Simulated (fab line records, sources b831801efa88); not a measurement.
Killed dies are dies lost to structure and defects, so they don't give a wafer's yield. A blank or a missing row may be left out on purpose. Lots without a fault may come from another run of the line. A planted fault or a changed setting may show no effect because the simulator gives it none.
Which tool did it? | flow gf180mcu | 15 lots, 45 wafers sampled, at 2 steps of a route of 602

WHAT THE GAUGES READ, wafer by wafer
GF_V2_OVL_MEAS_15. Usual: V2_OVL 0 nm, standard deviation 5.6.
lot  | measured     | on         | V2_OVL (nm) | flag
L600 | day 20 22:38 | overlay-01 | -4 5 3      |
L602 | day 21 22:11 | overlay-01 | -2 2 2      |
L603 | day 22 03:14 | overlay-02 | -13 -4 -3   |
L604 | day 23 01:54 | overlay-01 | -7 2 -3     |
L605 | day 23 06:08 | overlay-02 | -1 6 -3     |
L607 | day 23 15:51 | overlay-02 | -1 -4 -3    |
L608 | day 24 07:14 | overlay-02 | 2 -6 5      |
L611 | day 24 21:14 | overlay-02 | 0 -1 2      |
L612 | day 24 22:53 | overlay-02 | 0 5 0       |
L616 | day 26 10:56 | overlay-02 | 3 7 -3      |
L618 | day 27 05:19 | overlay-01 | -11 -6 -7   |
L622 | day 28 03:31 | overlay-01 | 2 -1 -3     |

WHICH TOOL RAN EACH LOT (tool, then ch and the chambers of the sampled wafers, then the start)
lot  | GF_M1_EXPOSE_11
L600 | krf_scanner-01 ch 0, day 17 05:39
L602 | krf_scanner-02 ch 0, day 18 05:14
L603 | krf_scanner-02 ch 0, day 18 10:17
L604 | krf_scanner-01 ch 0, day 19 09:12
L605 | krf_scanner-01 ch 0, day 19 12:46
L607 | krf_scanner-01 ch 0, day 20 00:26
L608 | krf_scanner-01 ch 0, day 20 17:48
L611 | krf_scanner-01 ch 0, day 21 08:06
L612 | krf_scanner-01 ch 0, day 21 11:44
L613 | krf_scanner-01, day 22 03:14
L614 | krf_scanner-01, day 22 10:27
L615 | krf_scanner-02, day 22 19:17
L616 | krf_scanner-01 ch 0, day 23 00:13
L618 | krf_scanner-02 ch 0, day 23 20:53
L622 | krf_scanner-02 ch 0, day 24 21:59
- GF_M1_EXPOSE_11: exposes mask Metal1, target cd 230 nm.

WHAT THE TOOLS THEMSELVES READ (means of the sampled wafers that have a number; where no wafer has one, the mark that the record gives instead)
GF_M1_EXPOSE_11. Usual: exposure_dose_mJ_cm2 28.003, standard deviation 0.028; focus_offset_nm 0.0 nm, standard deviation 0.52; reticle_temp_C 22.98 C, standard deviation 0.1.
lot  | tool           | exposure_dose_mJ_cm2 | focus_offset_nm (nm) | reticle_temp_C (C) | flag
L600 | krf_scanner-01 | 27.994               | -0.3                 | 23.12              |
L602 | krf_scanner-02 | 28.033               | -0.3                 | 22.97              |
L603 | krf_scanner-02 | 28.018               | 0.4                  | 22.96              |
L604 | krf_scanner-01 | 27.992               | 0.4                  | 22.82              |
L605 | krf_scanner-01 | 27.981               | 0.3                  | 23.06              |
L607 | krf_scanner-01 | 28.032               | -0.2                 | 23.06              |
L608 | krf_scanner-01 | 27.985               | 0.0                  | 22.89              |
L611 | krf_scanner-01 | 28.024               | -0.5                 | 23.02              |
L612 | krf_scanner-01 | 28.033               | 0.3                  | 22.85              |
L613 | krf_scanner-01 | -                    | -                    | -                  | OFF
L614 | krf_scanner-01 | -                    | -                    | -                  | OFF
L615 | krf_scanner-02 | -                    | -                    | -                  | OFF
L616 | krf_scanner-01 | 27.983               | 0.5                  | 23.10              |
L618 | krf_scanner-02 | 27.978               | -1.0                 | 22.91              |
L622 | krf_scanner-02 | 28.023               | -0.6                 | 22.94              |

THE ANSWER, worked out from the rows above alone
Rule: a lot is off if the mean of its wafers that have a number lies more than 3 standard deviations from the usual mean. A lot without any number at a reading at which 4 lots or more have one is off too. The other lots that the step has rows for count as sound. The gauges are gone through in route order, then the tools' own readings, and for those a lot's mean is taken as printed above. The first step at which some lot is off is used, and at that step the reading that is off furthest; a lot without a number counts as furthest.
Off: L613, L614, L615, at GF_M1_EXPOSE_11 (exposure_dose_mJ_cm2). Without a number there: L613, L614, L615.
A tool fits if, at that step or a process step before it, it ran every lot that is off, and no sound lot after the first of them. None of those tried fits.

WHAT THE SIMULATOR HAD PUT IN
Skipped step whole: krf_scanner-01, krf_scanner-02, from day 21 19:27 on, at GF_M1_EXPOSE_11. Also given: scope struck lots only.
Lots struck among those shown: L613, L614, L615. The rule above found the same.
